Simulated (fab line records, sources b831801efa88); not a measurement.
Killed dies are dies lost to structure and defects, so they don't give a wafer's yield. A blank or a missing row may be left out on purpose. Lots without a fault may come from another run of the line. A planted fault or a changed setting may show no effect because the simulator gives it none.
Which tool did it? | flow sky130 | 11 lots, 33 wafers sampled, at 4 steps of a route of 708

WHAT THE GAUGES READ, wafer by wafer
SKY_CAP2M_THK_MEAS_01. Usual: CAP2M_CVD_00_THK 15.54 nm, standard deviation 0.22.
lot  | measured     | on            | CAP2M_CVD_00_THK (nm) | flag
L629 | day 39 23:44 | film_metro-01 | 15.22 15.15 15.16     |
L632 | day 41 03:59 | film_metro-04 | 15.48 15.64 15.62     |
L634 | day 41 22:44 | film_metro-03 | 15.46 15.59 15.36     |
L635 | day 42 08:07 | film_metro-01 | 15.63 15.68 15.70     |
L640 | day 43 17:26 | film_metro-01 | 15.23 15.46 15.71     |
L641 | day 43 18:44 | film_metro-04 | 15.43 15.49 15.45     |
L642 | day 45 00:00 | film_metro-04 | 15.36 15.59 15.57     |
L644 | day 45 00:04 | film_metro-01 | 15.36 15.63 15.83     |
L646 | day 45 06:07 | film_metro-04 | 15.34 15.15 15.42     |
L647 | day 45 06:35 | film_metro-04 | 15.40 15.65 15.71     |
L649 | day 45 13:59 | film_metro-01 | 15.15 15.71 15.29     |

SKY_METAL4_CD_MEAS_13: target cd 300 nm. Usual: cd_nm 300.2 nm, standard deviation 1.4.
lot  | measured     | on        | cd_nm (nm)        | flag
L629 | day 41 23:56 | cd_sem-01 | 299.6 298.7 299.6 |
L632 | day 43 04:02 | cd_sem-02 | 300.8 301.0 302.1 |
L634 | day 43 21:23 | cd_sem-01 | 299.5 300.7 298.5 |
L635 | day 44 06:38 | cd_sem-02 | 302.7 303.5 302.6 |
L640 | day 45 13:53 | cd_sem-01 | 298.7 297.8 298.2 |
L641 | day 45 14:50 | cd_sem-01 | 299.0 299.0 300.5 |
L642 | day 46 17:23 | cd_sem-01 | 299.0 299.7 298.7 |
L644 | day 46 17:46 | cd_sem-02 | 298.7 298.9 298.5 |
L646 | day 47 00:20 | cd_sem-01 | 300.7 301.4 301.5 |
L647 | day 47 00:41 | cd_sem-01 | 299.5 298.8 299.4 |
L649 | day 47 08:13 | cd_sem-01 | 299.5 300.0 299.0 |

WHICH TOOL RAN EACH LOT (tool, then ch and the chambers of the sampled wafers, then the start)
lot  | SKY_METAL4_SPUTTER_02        | SKY_METAL4_SPUTTER_04
L629 | pvd_sputter-02, day 39 23:36 | pvd_sputter-02, day 39 23:40
L632 | pvd_sputter-04, day 41 03:51 | pvd_sputter-04, day 41 03:55
L634 | pvd_sputter-04, day 41 22:36 | pvd_sputter-04, day 41 22:40
L635 | pvd_sputter-04, day 42 07:59 | pvd_sputter-04, day 42 08:02
L640 | pvd_sputter-02, day 43 17:18 | pvd_sputter-02, day 43 17:22
L641 | pvd_sputter-04, day 43 18:36 | pvd_sputter-04, day 43 18:40
L642 | pvd_sputter-04, day 44 23:52 | pvd_sputter-04, day 44 23:56
L644 | pvd_sputter-02, day 44 23:55 | pvd_sputter-02, day 44 23:58
L646 | pvd_sputter-04, day 45 06:00 | pvd_sputter-04, day 45 06:03
L647 | pvd_sputter-04, day 45 06:28 | pvd_sputter-04, day 45 06:31
L649 | pvd_sputter-03, day 45 13:50 | pvd_sputter-03, day 45 13:53
- SKY_METAL4_SPUTTER_02: material AlCu, target thk 735 nm, time 39.1 s.
- SKY_METAL4_SPUTTER_04: material TiN, target thk 70 nm, time 58.3 s.

WHAT THE TOOLS THEMSELVES READ (means of the sampled wafers that have a number; where no wafer has one, the mark that the record gives instead)
SKY_METAL4_SPUTTER_02. Usual: throttle_valve_pct 30.8 %, standard deviation 1.1.
lot  | tool           | throttle_valve_pct (%) | flag
L629 | pvd_sputter-02 | 29.7                   |
L632 | pvd_sputter-04 | 30.9                   |
L634 | pvd_sputter-04 | 30.3                   |
L635 | pvd_sputter-04 | 31.0                   |
L640 | pvd_sputter-02 | 30.5                   |
L641 | pvd_sputter-04 | 31.6                   |
L642 | pvd_sputter-04 | 30.8                   |
L644 | pvd_sputter-02 | 29.3                   |
L646 | pvd_sputter-04 | 31.8                   |
L647 | pvd_sputter-04 | 31.7                   |
L649 | pvd_sputter-03 | 31.3                   |

SKY_METAL4_SPUTTER_04. Usual: throttle_valve_pct 30.8 %, standard deviation 1.1.
lot  | tool           | throttle_valve_pct (%) | flag
L629 | pvd_sputter-02 | 29.8                   |
L632 | pvd_sputter-04 | 31.1                   |
L634 | pvd_sputter-04 | 30.4                   |
L635 | pvd_sputter-04 | 31.0                   |
L640 | pvd_sputter-02 | 30.4                   |
L641 | pvd_sputter-04 | 31.7                   |
L642 | pvd_sputter-04 | 30.9                   |
L644 | pvd_sputter-02 | 29.5                   |
L646 | pvd_sputter-04 | 31.8                   |
L647 | pvd_sputter-04 | 31.6                   |
L649 | pvd_sputter-03 | 31.2                   |

THE ANSWER, worked out from the rows above alone
Rule: a lot is off if the mean of its wafers that have a number lies more than 3 standard deviations from the usual mean. A lot without any number at a reading at which 4 lots or more have one is off too. The other lots that the step has rows for count as sound. The gauges are gone through in route order, then the tools' own readings, and for those a lot's mean is taken as printed above. The first step at which some lot is off is used, and at that step the reading that is off furthest; a lot without a number counts as furthest.
No lot is off at any reading shown: from this, nothing can be told.

WHAT THE SIMULATOR HAD PUT IN
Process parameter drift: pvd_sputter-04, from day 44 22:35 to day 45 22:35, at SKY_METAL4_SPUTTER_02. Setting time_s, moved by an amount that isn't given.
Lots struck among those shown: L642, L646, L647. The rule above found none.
